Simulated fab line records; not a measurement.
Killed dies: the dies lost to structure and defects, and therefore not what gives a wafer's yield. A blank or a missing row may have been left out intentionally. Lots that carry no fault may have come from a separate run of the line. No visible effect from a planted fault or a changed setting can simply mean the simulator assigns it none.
Which tool was responsible? | flow sky130 | 11 lots (33 wafers sampled), 1 step of a 708-step route

WHAT THE GAUGES SHOWED, per wafer
SKY_METAL2_RS_MEAS_05: a four-point-probe measurement.
lot  | measured     | on            | METAL2_ALCU_RS (ohm/sq)
L266 | day 35 00:19 | film metro-03 | 0.1257 0.1257 0.1269
L268 | day 35 07:37 | film metro-04 | 0.1254 0.1260 0.1252
L269 | day 35 13:16 | film metro-03 | 0.1272 0.1266 0.1264
L271 | day 36 05:59 | film metro-01 | 0.1263 0.1262 0.1244
L272 | day 36 12:43 | film metro-03 | 0.1269 0.1245 0.1268
L275 | day 37 15:53 | film metro-03 | 0.1251 0.1255 0.1252
L276 | day 37 18:50 | film metro-04 | 0.1256 0.1268 0.1261
L277 | day 37 21:41 | film metro-03 | 0.1269 0.1267 0.1248
L278 | day 38 02:37 | film metro-04 | 0.1244 0.1250 0.1255
L279 | day 38 14:48 | film metro-04 | 0.1274 0.1256 0.1245
L283 | day 39 20:24 | film metro-03 | 0.1259 0.1276 0.1252

WHAT TOOL EACH LOT RAN ON (gives the tool, then ch and the chambers of the sampled wafers, and finally the start)
No process step before these readings appears in the record.

THE ANSWER, worked out from the rows above alone
Rule: the usual values come from the lots themselves. Put in order of their means at a reading, lots are off if they are a third of the lots or fewer, leave a main group of 4 or more, and stand apart from it by a gap of 3 or more times the standard deviation of the main group's means; of several such gaps the widest counts. Not used: any main group whose means are identical at the precision the tables above print for the reading. Also off: a lot with no number at a reading for which 4 or more lots have one. Any other lot the step has rows for is counted as sound.
None of the lots is off at any reading shown; this tells nothing.

WHAT THE SIMULATOR HAD INSERTED
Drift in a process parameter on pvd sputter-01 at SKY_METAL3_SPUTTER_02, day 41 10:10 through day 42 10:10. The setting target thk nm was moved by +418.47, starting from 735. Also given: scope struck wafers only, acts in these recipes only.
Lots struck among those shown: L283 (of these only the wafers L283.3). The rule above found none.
